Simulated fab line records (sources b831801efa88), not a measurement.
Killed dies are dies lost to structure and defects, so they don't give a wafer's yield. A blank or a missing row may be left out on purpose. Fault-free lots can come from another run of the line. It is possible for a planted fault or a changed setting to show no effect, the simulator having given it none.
The same fault as seen by 2 desks || flow sky130 || only its own numbers are on each desk; what lay behind them is given at the end

FROM THE METROLOGY DESK
Means of the sampled wafers that have a number, per lot and without regard to the tool the lot ran on: this is what the gauges read. Marked OUT: a lot whose mean sits more than 4 standard deviations from the usual mean, which makes it out of limits; the brackets give that distance.
Columns: A = NWELL_OXIDATION_THK at SKY_NWELL_THK_MEAS_02, usual 10.04 nm; B = NWELL_TW at SKY_NWELL_TW_MEAS_15, usual 1824; C = NWELL_RS at SKY_NWELL_RS_MEAS_29, usual 625.7 ohm/sq; D = VT_ADJUST_HVTP_TW at SKY_VT_ADJUST_HVTP_TW_MEAS_11, usual 1354; E = VT_ADJUST_LVTN_01_OVL at SKY_VT_ADJUST_LVTN_OVL_MEAS_18, usual 0.6 nm
{"lot": "L724", "first seen here": "day 2 12:26", "A": 9.94, "B": 1820, "C": 625.6, "D": 1367, "E": 2.9}
{"lot": "L725", "first seen here": "day 2 17:40", "A": 10.26, "B": 1822, "C": 627.7, "D": 1368, "E": 0.4}
{"lot": "L732", "first seen here": "day 4 06:25", "A": 9.92, "B": "1770 (-4.2) OUT", "C": "662.8 (+23) OUT", "D": 1362, "E": 0.8}
{"lot": "L735", "first seen here": "day 5 02:10", "A": 10.16, "B": 1772, "C": "658.0 (+20) OUT", "D": 1355, "E": 0.0}
{"lot": "L737", "first seen here": "day 5 13:19", "A": 9.92, "B": 1817, "C": 626.5, "D": 1355, "E": -0.2}
{"lot": "L739", "first seen here": "day 5 17:10", "A": 9.94, "B": 1824, "C": 626.1, "D": 1358, "E": -1.0}
{"lot": "L740", "first seen here": "day 5 23:52", "A": 9.80, "B": 1826, "C": 623.7, "D": 1348, "E": 1.4}
{"lot": "L743", "first seen here": "day 6 14:26", "A": 10.07, "B": 1819, "C": 623.8, "D": 1354, "E": -2.2}
{"lot": "L744", "first seen here": "day 6 23:52", "A": 10.21, "B": 1844, "C": 625.0, "D": 1355, "E": 1.7}
{"lot": "L745", "first seen here": "day 7 02:41", "A": 10.16, "B": 1836, "C": 624.7, "D": 1355, "E": -0.2}
{"lot": "L746", "first seen here": "day 7 08:04", "A": 10.05, "B": 1810, "C": 626.1, "D": 1345, "E": 1.0}
{"lot": "L747", "first seen here": "day 7 11:50", "A": 10.15, "B": 1806, "C": 625.6, "D": 1354, "E": -0.0}
This desk reports L732, L735 out of limits; the earliest was L732 at day 6 12:05 (NWELL_TW at SKY_NWELL_TW_MEAS_15). Within limits: L724, L725, L737, L739, L740, L743, L744, L745, L746, L747.

AT THE TOOL OWNER'S DESK: implanter-02
The tool's own readings at SKY_NWELL_IMPLANT_11: means of the sampled wafers that have a number, for each lot that ran on this tool. Marked OUT: a lot whose mean sits more than 4 standard deviations from the usual mean, which makes it out of limits; the brackets give that distance.
Columns: A = dose ions cm2 at SKY_NWELL_IMPLANT_11, usual 1.9008e+13; B = faraday current uA at SKY_NWELL_IMPLANT_11, usual 107.5
{"lot": "L725", "first seen here": "day 4 19:01", "A": 1.8997e+13, "B": 106.9}
{"lot": "L732", "first seen here": "day 6 11:34", "A": "1.7237e+13 (-98) OUT", "B": "98.5 (-4.7) OUT"}
{"lot": "L735", "first seen here": "day 7 08:50", "A": "1.7215e+13 (-99 or more) OUT", "B": "96.3 (-5.9) OUT"}
{"lot": "L744", "first seen here": "day 9 14:31", "A": 1.9015e+13, "B": 107.4}
{"lot": "L745", "first seen here": "day 9 17:18", "A": 1.8992e+13, "B": 108.6}
This desk's verdict: out of limits on L732, L735, starting with L732 at day 6 11:34 (dose ions cm2 at SKY_NWELL_IMPLANT_11). Within limits: L725, L744, L745.

ALL TOGETHER
The tool owner's desk had the chance to raise an alarm at day 6 11:34 on L732, L735.
At day 6 12:05 the metrology desk could have sounded an alarm, on L732, L735.
All the named lots went through SKY_NWELL_IMPLANT_11 on implanter-02.

WHAT THE SIMULATOR HAD PUT IN
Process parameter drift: implanter-02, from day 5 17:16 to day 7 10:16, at SKY_NWELL_IMPLANT_11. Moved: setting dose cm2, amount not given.
Lots struck among those shown: L732, L735.
Counting hours from when the fault started, the first reading out of limits came at 18 for the tool owner's desk and at 19 for the metrology desk.
